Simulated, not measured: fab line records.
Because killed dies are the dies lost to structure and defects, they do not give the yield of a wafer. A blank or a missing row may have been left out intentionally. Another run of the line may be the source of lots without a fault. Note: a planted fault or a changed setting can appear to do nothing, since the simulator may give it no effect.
fab line records | flow gf180mcu
record lots=12 | wafers=36 | last_day=34
route steps=602 shown VT_IMPLANT@94 SAB@275 SALICIDE@280 CONTACT@290
lots that met no fault: from a run of the same line without faults
start_h: start of the lot's first displayed wafer, in hours after the record's first day | wait_h: hours from the lot's prior step to this one | " repeats the value in the row above | L1.1+2: one row covering several wafers at once | - no value, or no start given | * or withheld: withheld | < > ~ a bound
route shown NAME@n: names a module that has steps shown in the file, with the first one's number in the route | usual: the fault-free wafers' mean and standard deviation | same: alike in all rows | chamber/n: place in a boat | sites: each site's reading | _std_site: standard deviation across them | _edge_site: mean of outer sites minus mean of inner sites | radius_mm: how far each site lies from the wafer's centre | mask NAME#n: copy n | behind: the most recent tool/chamber to have shaped the wafer | hold: what put the lot on hold/how long, in hours/how the hold closed | device: whichever transistor did not switch (one of n, p or np) | end of line: at the end of the route, the tests of the same wafers | a step without rows: its recipe alone | killed: the dies lost at the first sort to structure and to defects; this is not the yield of the wafer | map: dies across one wafer; x = killed, . = not, _ = none there
set.NAME: setting as actually run; set.NAME@STEP: the setting as run at that earlier step | model.NAME: the simulator's own value behind a step, which no gauge read
a sample of lots followed through the steps of the route, with each step as a table and each wafer as a row
services: a tool's chamber out of use, with start hour (start_h, from the record's first day; less than 0 if before it), hours out, and reason
## steps
# step GF_VT_IMPLANT_EXPOSE_04
# recipe mask_id=LVPWELL_LV_AREA | target_cd_nm=600 | na=0.6 | source_shape=conventional | sigma_outer=0.6 | dose_mj=140
# same na=0.6
lot.wafer  | tool             | chamber | start_h | wait_h | mask
L920.3+4+5 | iline_stepper-01 | 0       | 111.52  | -      | LVPWELL_LV_AREA#0
L921.1+2+3 | iline_stepper-01 | 0       | 117.00  | -      | LVPWELL_LV_AREA#0
L924.2+3+4 | iline_stepper-01 | 0       | 134.40  | -      | LVPWELL_LV_AREA#0
L926.1+3+4 | iline_stepper-01 | 0       | 145.75  | -      | LVPWELL_LV_AREA#0
L928.1+3+5 | iline_stepper-02 | 0       | 160.18  | -      | LVPWELL_LV_AREA#0
L934.1+3+5 | iline_stepper-02 | 0       | 195.25  | -      | MVPSD#0
L936.2+4+6 | iline_stepper-01 | 0       | 205.80  | -      | LVPWELL_LV_AREA#0
L937.2+5+6 | iline_stepper-02 | 0       | 211.79  | -      | LVPWELL_LV_AREA#0
L939.1+5+6 | iline_stepper-02 | 0       | 225.90  | -      | LVPWELL_LV_AREA#0
L940.1+2+4 | iline_stepper-01 | 0       | 230.30  | -      | LVPWELL_LV_AREA#0
L941.2+5+6 | iline_stepper-02 | 0       | 238.02  | -      | LVPWELL_LV_AREA#0
L942.1+2+3 | iline_stepper-01 | 0       | 244.37  | -      | LVPWELL_LV_AREA#0
# step GF_VT_IMPLANT_OVL_MEAS_07
# usual VT_IMPLANT_OVL=-0.3/1.3
lot.wafer | tool       | chamber | start_h | wait_h | VT_IMPLANT_OVL[nm]
L920.3    | overlay-02 | -       | 118.31  | 0.1    | 2.0
L920.4    | "          | -       | "       | "      | -1.0
L920.5    | "          | -       | "       | "      | 0.2
L921.1    | overlay-02 | -       | 123.65  | 0.1    | 1.3
L921.2    | "          | -       | "       | "      | 1.3
L921.3    | "          | -       | "       | "      | -1.0
L924.2    | overlay-01 | -       | 141.48  | 0.1    | -1.4
L924.3    | "          | -       | "       | "      | -2.4
L924.4    | "          | -       | "       | "      | -1.4
L926.1    | overlay-01 | -       | 153.45  | 0.1    | -1.5
L926.3    | "          | -       | "       | "      | -1.3
L926.4    | "          | -       | "       | "      | -1.5
L928.1    | overlay-02 | -       | 167.68  | 0.1    | 1.4
L928.3    | "          | -       | "       | "      | 1.8
L928.5    | "          | -       | "       | "      | 0.8
L934.1    | overlay-01 | -       | 203.28  | 0.1    | -
L934.3    | "          | -       | "       | "      | -
L934.5    | "          | -       | "       | "      | -
L936.2    | overlay-02 | -       | 213.04  | 0.1    | 0.3
L936.4    | "          | -       | "       | "      | 1.3
L936.6    | "          | -       | "       | "      | -0.7
L937.2    | overlay-01 | -       | 220.39  | 0.1    | -1.8
L937.5    | "          | -       | "       | "      | -0.8
L937.6    | "          | -       | "       | "      | -1.5
L939.1    | overlay-01 | -       | 234.18  | 0.1    | 0.0
L939.5    | "          | -       | "       | "      | -0.1
L939.6    | "          | -       | "       | "      | 0.8
L940.1    | overlay-01 | -       | 239.48  | 0.1    | -0.2
L940.2    | "          | -       | "       | "      | -1.6
L940.4    | "          | -       | "       | "      | -1.6
L941.2    | overlay-01 | -       | 246.88  | 0.1    | -1.6
L941.5    | "          | -       | "       | "      | 0.9
L941.6    | "          | -       | "       | "      | -0.9
L942.1    | overlay-02 | -       | 253.28  | 0.1    | 1.3
L942.2    | "          | -       | "       | "      | 1.4
L942.3    | "          | -       | "       | "      | 1.3
# step GF_VT_IMPLANT_TW_MEAS_10
# usual VT_IMPLANT_TW=569/9.7
lot.wafer | tool          | chamber | start_h | wait_h | hold                     | VT_IMPLANT_TW
L920.3    | film_metro-01 | -       | 118.61  | 0.1    | -                        | 579
L920.4    | "             | -       | "       | "      | -                        | 584
L920.5    | "             | -       | "       | "      | -                        | 582
L921.1    | film_metro-01 | -       | 123.94  | 0.1    | -                        | 578
L921.2    | "             | -       | "       | "      | -                        | 577
L921.3    | "             | -       | "       | "      | -                        | 577
L924.2    | film_metro-03 | -       | 141.77  | 0.1    | -                        | 565
L924.3    | "             | -       | "       | "      | -                        | 561
L924.4    | "             | -       | "       | "      | -                        | 565
L926.1    | film_metro-04 | -       | 153.74  | 0.1    | -                        | 563
L926.3    | "             | -       | "       | "      | -                        | 564
L926.4    | "             | -       | "       | "      | -                        | 565
L928.1    | film_metro-04 | -       | 167.96  | 0.1    | -                        | 562
L928.3    | "             | -       | "       | "      | -                        | 563
L928.5    | "             | -       | "       | "      | -                        | 559
L934.1    | film_metro-04 | -       | 203.57  | 0.1    | await_dispo/0.2h/release | 30
L934.3    | "             | -       | "       | "      | await_dispo/0.2h/release | 30
L934.5    | "             | -       | "       | "      | await_dispo/0.2h/release | 30
L934.1    | film_metro-04 | -       | 203.79  | 0.2    | -                        | 30
L934.3    | "             | -       | "       | "      | -                        | 30
L934.5    | "             | -       | "       | "      | -                        | 30
L936.2    | film_metro-04 | -       | 213.33  | 0.1    | -                        | 561
L936.4    | "             | -       | "       | "      | -                        | 562
L936.6    | "             | -       | "       | "      | -                        | 562
L937.2    | film_metro-04 | -       | 220.68  | 0.1    | -                        | 556
L937.5    | "             | -       | "       | "      | -                        | 560
L937.6    | "             | -       | "       | "      | -                        | 555
L939.1    | film_metro-01 | -       | 234.47  | 0.1    | -                        | 582
L939.5    | "             | -       | "       | "      | -                        | 578
L939.6    | "             | -       | "       | "      | -                        | 582
L940.1    | film_metro-01 | -       | 239.77  | 0.1    | -                        | 580
L940.2    | "             | -       | "       | "      | -                        | 581
L940.4    | "             | -       | "       | "      | -                        | 579
L941.2    | film_metro-01 | -       | 247.17  | 0.1    | -                        | 583
L941.5    | "             | -       | "       | "      | -                        | 578
L941.6    | "             | -       | "       | "      | -                        | 578
L942.1    | film_metro-04 | -       | 253.57  | 0.1    | -                        | 554
L942.2    | "             | -       | "       | "      | -                        | 553
L942.3    | "             | -       | "       | "      | -                        | 552
# step GF_SAB_ETCH_11
# recipe chemistry=C4F8/O2/Ar | mask_material=NOVOLAK | target=SiO2 | target_depth_nm=55 | source_w=1500 | bias_w=1200 | pressure_mtorr=40 | c4f8_flow_sccm=withheld | O2_flow_sccm=6 | Ar_flow_sccm=300 | time_s=8.5
# usual oes_product_au=1.002/0.011
lot.wafer | tool        | chamber | start_h | wait_h | oes_product_au | rf_hours_counter_h
L920.3    | rie_diel-01 | 2       | 347.84  | 0.0    | 1.000          | 0
L920.4    | "           | 0       | "       | "      | 1.013          | 91
L920.5    | "           | 3       | "       | "      | 1.023          | -
L921.1    | rie_diel-04 | 1       | 355.29  | 0.0    | 1.012          | 8
L921.2    | "           | 2       | "       | "      | 1.003          | 8
L921.3    | "           | 0       | "       | "      | 1.016          | 3
L924.2    | rie_diel-01 | 2       | 379.78  | 0.0    | 0.999          | 1
L924.3    | "           | 1       | "       | "      | 0.992          | 9
L924.4    | "           | 0       | "       | "      | 0.984          | 92
L926.1    | rie_diel-01 | 2       | 396.48  | 0.0    | 0.998          | 1
L926.3    | "           | 0       | "       | "      | 0.995          | 92
L926.4    | "           | 3       | "       | "      | 0.998          | 35
L928.1    | rie_diel-01 | 2       | 415.83  | 0.0    | 1.000          | 2
L928.3    | "           | 3       | "       | "      | 1.021          | 36
L928.5    | "           | 3       | "       | "      | 1.017          | -
L936.2    | rie_diel-04 | 3       | 482.69  | 0.0    | 0.969          | 8
L936.4    | "           | 2       | "       | "      | 1.002          | 11
L936.6    | "           | 3       | "       | "      | 0.979          | -
L937.2    | rie_diel-01 | 0       | 493.93  | 0.0    | 1.008          | 94
L937.5    | "           | 1       | "       | "      | 1.000          | -
L937.6    | "           | 2       | "       | "      | 1.002          | -
L939.1    | rie_diel-04 | 0       | 506.18  | 0.0    | 1.007          | 7
L939.5    | "           | 1       | "       | "      | 1.016          | -
L939.6    | "           | 0       | "       | "      | 1.012          | -
L940.1    | rie_diel-04 | 1       | 514.28  | 0.0    | 1.014          | 12
L940.2    | "           | 2       | "       | "      | 0.998          | 12
L940.4    | "           | 0       | "       | "      | 0.994          | 7
L941.2    | rie_diel-01 | 2       | 523.14  | 0.0    | 1.005          | 4
L941.5    | "           | 2       | "       | "      | 1.005          | -
L941.6    | "           | 1       | "       | "      | 0.993          | -
L942.1    | rie_diel-02 | 0       | 541.88  | 0.0    | 0.998          | 62
L942.2    | "           | 3       | "       | "      | 0.989          | 31
L942.3    | "           | 2       | "       | "      | 0.989          | 26
# step GF_SALICIDE_SPUTTER_02
# recipe material=Co | target_thk_nm=10 | power_w=1000 | time_s=20 | chamber_pressure_pa=0.4
# usual cathode_dc_power_W=1000.0/0.2 | throttle_valve_pct=30.2/1
lot.wafer | tool           | chamber | start_h | wait_h | cathode_dc_power_W | throttle_valve_pct
L920.3    | pvd_sputter-04 | -       | 348.20  | 0.0    | 1000.3             | 31.7
L920.4    | "              | -       | "       | "      | 1000.0             | 31.5
L920.5    | "              | -       | "       | "      | 999.74             | 30.9
L921.1    | pvd_sputter-02 | -       | 355.63  | 0.0    | 999.65             | 30.2
L921.2    | "              | -       | "       | "      | 1000.1             | 30.6
L921.3    | "              | -       | "       | "      | 999.79             | 29.0
L924.2    | pvd_sputter-04 | -       | 380.14  | 0.0    | 1000.3             | 31.5
L924.3    | "              | -       | "       | "      | 1000.2             | 30.8
L924.4    | "              | -       | "       | "      | 1000.3             | 29.5
L926.1    | pvd_sputter-03 | -       | 396.83  | 0.0    | 1000.1             | 32.2
L926.3    | "              | -       | "       | "      | 1000.1             | 30.0
L926.4    | "              | -       | "       | "      | 1000.0             | 29.6
L928.1    | pvd_sputter-03 | -       | 416.37  | 0.0    | 1000.1             | 31.9
L928.3    | "              | -       | "       | "      | 999.78             | 29.6
L928.5    | "              | -       | "       | "      | 1000.1             | 29.9
L936.2    | pvd_sputter-03 | -       | 483.08  | 0.0    | 999.96             | 29.8
L936.4    | "              | -       | "       | "      | 1000.2             | 32.0
L936.6    | "              | -       | "       | "      | 999.91             | 32.2
L937.2    | pvd_sputter-03 | -       | 494.31  | 0.0    | 1000.1             | 29.4
L937.5    | "              | -       | "       | "      | 1000.1             | 30.0
L937.6    | "              | -       | "       | "      | 999.82             | 30.1
L939.1    | pvd_sputter-02 | -       | 506.57  | 0.0    | 999.58             | 28.9
L939.5    | "              | -       | "       | "      | 1000.2             | 29.1
L939.6    | "              | -       | "       | "      | 999.82             | 28.6
L940.1    | pvd_sputter-03 | -       | 514.61  | 0.0    | 1000.1             | 29.7
L940.2    | "              | -       | "       | "      | 1000.2             | 30.0
L940.4    | "              | -       | "       | "      | 1000.1             | 30.0
L941.2    | pvd_sputter-03 | -       | 523.49  | 0.0    | 1000.2             | 29.4
L941.5    | "              | -       | "       | "      | 1000.1             | 32.0
L941.6    | "              | -       | "       | "      | 1000.1             | 29.4
L942.1    | pvd_sputter-03 | -       | 542.23  | 0.0    | 999.88             | 31.8
L942.2    | "              | -       | "       | "      | 1000.0             | 29.7
L942.3    | "              | -       | "       | "      | 999.87             | 30.1
# step GF_CONTACT_THK_MEAS_03
# recipe reads=SiO2_of_CONTACT_CVD_02
# usual CONTACT_CVD_02_THK=861/12
lot.wafer | tool          | chamber | start_h | wait_h | CONTACT_CVD_02_THK[nm]
L920.3    | film_metro-02 | -       | 348.91  | 0.1    | 850
L920.4    | "             | -       | "       | "      | 874
L920.5    | "             | -       | "       | "      | 878
L921.1    | film_metro-02 | -       | 356.34  | 0.0    | 861
L921.2    | "             | -       | "       | "      | 874
L921.3    | "             | -       | "       | "      | 863
L924.2    | film_metro-03 | -       | 380.85  | 0.0    | 853
L924.3    | "             | -       | "       | "      | 862
L924.4    | "             | -       | "       | "      | 879
L926.1    | film_metro-04 | -       | 397.58  | 0.1    | 851
L926.3    | "             | -       | "       | "      | 860
L926.4    | "             | -       | "       | "      | 872
L928.1    | film_metro-03 | -       | 417.08  | 0.0    | 857
L928.3    | "             | -       | "       | "      | 861
L928.5    | "             | -       | "       | "      | 875
L936.2    | film_metro-04 | -       | 483.89  | 0.0    | 854
L936.4    | "             | -       | "       | "      | 860
L936.6    | "             | -       | "       | "      | 861
L937.2    | film_metro-04 | -       | 495.02  | 0.0    | 864
L937.5    | "             | -       | "       | "      | 885
L937.6    | "             | -       | "       | "      | 875
L939.1    | film_metro-04 | -       | 507.27  | 0.0    | 851
L939.5    | "             | -       | "       | "      | 866
L939.6    | "             | -       | "       | "      | 867
L940.1    | film_metro-04 | -       | 515.31  | 0.0    | 842
L940.2    | "             | -       | "       | "      | 845
L940.4    | "             | -       | "       | "      | 850
L941.2    | film_metro-04 | -       | 524.20  | 0.0    | 844
L941.5    | "             | -       | "       | "      | 863
L941.6    | "             | -       | "       | "      | 858
L942.1    | film_metro-04 | -       | 542.93  | 0.0    | 868
L942.2    | "             | -       | "       | "      | 852
L942.3    | "             | -       | "       | "      | 856
## services
tool             | chamber | start_h | hours | kind
iline_stepper-02 | -       | 97.61   | 3.8   | repair
pvd_sputter-03   | -       | 114.81  | 1.6   | repair
iline_stepper-01 | -       | 122.50  | 1.7   | pm
rie_diel-01      | 1       | 128.42  | 3.0   | repair
pvd_sputter-03   | -       | 130.42  | 2.6   | repair
rie_diel-01      | 0       | 135.46  | 7.0   | repair
rie_diel-04      | -       | 149.93  | 15.6  | pm
iline_stepper-01 | -       | 178.59  | 4.4   | pm
rie_diel-04      | 1       | 186.07  | 3.2   | repair
iline_stepper-02 | -       | 213.54  | 1.7   | pm
rie_diel-01      | -       | 253.83  | 14.6  | pm
rie_diel-01      | 1       | 274.48  | 3.3   | repair
rie_diel-04      | 1       | 280.37  | 1.7   | repair
pvd_sputter-03   | -       | 319.15  | 7.0   | repair
rie_diel-04      | -       | 324.56  | 0.4   | repair
iline_stepper-01 | -       | 340.68  | 1.7   | pm
rie_diel-04      | 0       | 359.22  | 4.4   | repair
pvd_sputter-03   | -       | 372.91  | 10.0  | repair
iline_stepper-02 | -       | 382.77  | 28.9  | pm
iline_stepper-02 | -       | 431.72  | 1.7   | pm
iline_stepper-01 | -       | 444.67  | 7.1   | repair
pvd_sputter-03   | -       | 455.09  | 2.2   | repair
iline_stepper-02 | -       | 476.58  | 3.8   | repair
rie_diel-01      | 1       | 488.73  | 4.1   | repair
## key
first_sign step=GF_VT_IMPLANT_EXPOSE_04 | reading=mask | direction=changed
effect step=GF_VT_IMPLANT_OVL_MEAS_07 | reading=VT_IMPLANT_OVL | direction=missing
effect step=GF_VT_IMPLANT_TW_MEAS_10 | reading=visit | direction=added
effect step=GF_VT_IMPLANT_TW_MEAS_10 | reading=VT_IMPLANT_TW | direction=down | sigmas=56 | usual=569 | struck=30
met_at GF_VT_IMPLANT_EXPOSE_04
struck_lots L934
scrapped_behind GF_VT_IMPLANT_TW_MEAS_10 L934.1,L934.3,L934.5
not_acting_at GF_SAB_ETCH_11,GF_SALICIDE_SPUTTER_02,GF_CONTACT_THK_MEAS_03
onset_between 160.18 195.25
fault kind=wrong_mask | tool=any | chamber=- | onset_h=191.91 | steps=GF_VT_IMPLANT_EXPOSE_04 | aux_copy=MVPSD#0 | scope=struck_lots_only
